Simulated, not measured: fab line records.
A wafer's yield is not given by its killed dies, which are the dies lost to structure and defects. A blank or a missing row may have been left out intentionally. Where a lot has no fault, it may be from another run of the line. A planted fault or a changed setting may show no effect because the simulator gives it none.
8D (eight disciplines) problem report, filled in by code + flow gf180mcu + the parts of the form that need people (team, actions taken, sign-off) are left out

== 1. WHAT IS WRONG ==
Wafers without a fault read 5.001 Pa, standard deviation 0.011; chamberPressurePa at GF_V1_SPUTTER_22 reads a mean of 3.589 Pa on 6 wafers belonging to 2 lots. That is -99 or more standard deviations from the usual mean.
The step: material TiN, target thk 10 nm, time 40 s.
Earliest sighting: wafer L767.4 on pvdSputter-01 at day 21 20:28. The record holds 18 wafers of 6 lots with a number at this step. Rule for "out" (also "out of limits"): further than 4 standard deviations from the usual mean. The other wafers with a number count as sound.

== 2. WHAT IT IS AND WHAT IT IS NOT ==
| question                    | is                     | is not                                                                   |
|-----------------------------|------------------------|--------------------------------------------------------------------------|
| which readings at this step | chamberPressurePa      | -                                                                        |
| which lots                  | L767, L768             | L758, L766, L775, L778                                                   |
| which wafers of those lots  | all that have a number | -                                                                        |
| read on which tools         | pvdSputter-01          | pvdSputter-03                                                            |
| when                        | from day 21 20:28      | up to then (6 sound wafers); but 6 sound wafers of L775, L778 came after |

== 3. WHAT RULES OUT EACH SUSPECT ==
Counting: a tool at a process step up to the reading stays a suspect if it ran every lot that is out and no sound lot after the first of them.
- rieDiel-04 at GF_V1_ETCH_16 (etches BARC in N2/H2): kept. It ran every lot that is out, first L767 (day 21 19:45), and no sound lot after that.
- rieDiel-04 at GF_V1_ETCH_17 (etches SiO2 in C4F8/O2/Ar, stops on TiN, target depth 630 nm): kept. It ran every lot that is out, first L767 (day 21 19:55), and no sound lot after that. GF_V1_ETCH_17 gives no start for some lots, so the hours and the order of its lots are those of GF_V1_STRIP_18.
- pvdSputter-01 at GF_V1_SPUTTER_21 (material Ti, target thk 15 nm, time 80.02 s): kept. Every lot that is out went through it, starting with L767 (day 21 20:25), and after that it ran no sound lot; the last sound lot it ran before then is L766 (day 21 13:13).
- pvdSputter-01 at GF_V1_SPUTTER_22 (material TiN, target thk 10 nm, time 40 s): kept. Every lot that is out went through it, starting with L767 (day 21 20:28), and after that it ran no sound lot; the last sound lot it ran before then is L766 (day 21 13:16). Its own readings are out on those wafers: chamberPressurePa.
Left after counting: rieDiel-04 at GF_V1_ETCH_16, rieDiel-04 at GF_V1_ETCH_17, pvdSputter-01 at GF_V1_SPUTTER_21, pvdSputter-01 at GF_V1_SPUTTER_22.

== 4. THE CAUSE (what the simulator had put in) ==
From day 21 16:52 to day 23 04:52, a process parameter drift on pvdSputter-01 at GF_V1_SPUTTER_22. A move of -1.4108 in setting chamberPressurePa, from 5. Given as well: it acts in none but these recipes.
Of the 4 suspects that counting leaves, this tool is one.

== 5. THE EFFECT CHAIN, in route order ==
Each row: a reading whose mean over the struck wafers that have a number lies more than 3 standard deviations from the usual. Only readings for which the record gives a usual standard deviation are gone through. hours: the time from each lot's start at the first step in this table that gives one to its start at this step, as a median over the lots. sigmas: the change in usual standard deviations.
| hours | step             | reading           | usual    | on struck wafers | change | sigmas      |
|-------|------------------|-------------------|----------|------------------|--------|-------------|
| 0     | GF_V1_SPUTTER_22 | chamberPressurePa | 5.001 Pa | 3.589            | -1.412 | -99 or more |
| 0     | GF_V1_SPUTTER_22 | throttleValvePct  | 30.0 %   | 34.6             | +4.6   | +3.8        |
It contains these process steps:
- GF_V1_SPUTTER_22: material TiN, target thk 10 nm, time 40 s.

== 6. HOW IT WOULD HAVE BEEN CAUGHT EARLIER ==
In this record the first reading out of limits was taken at day 21 20:28, 4 hours after the fault began at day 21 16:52.
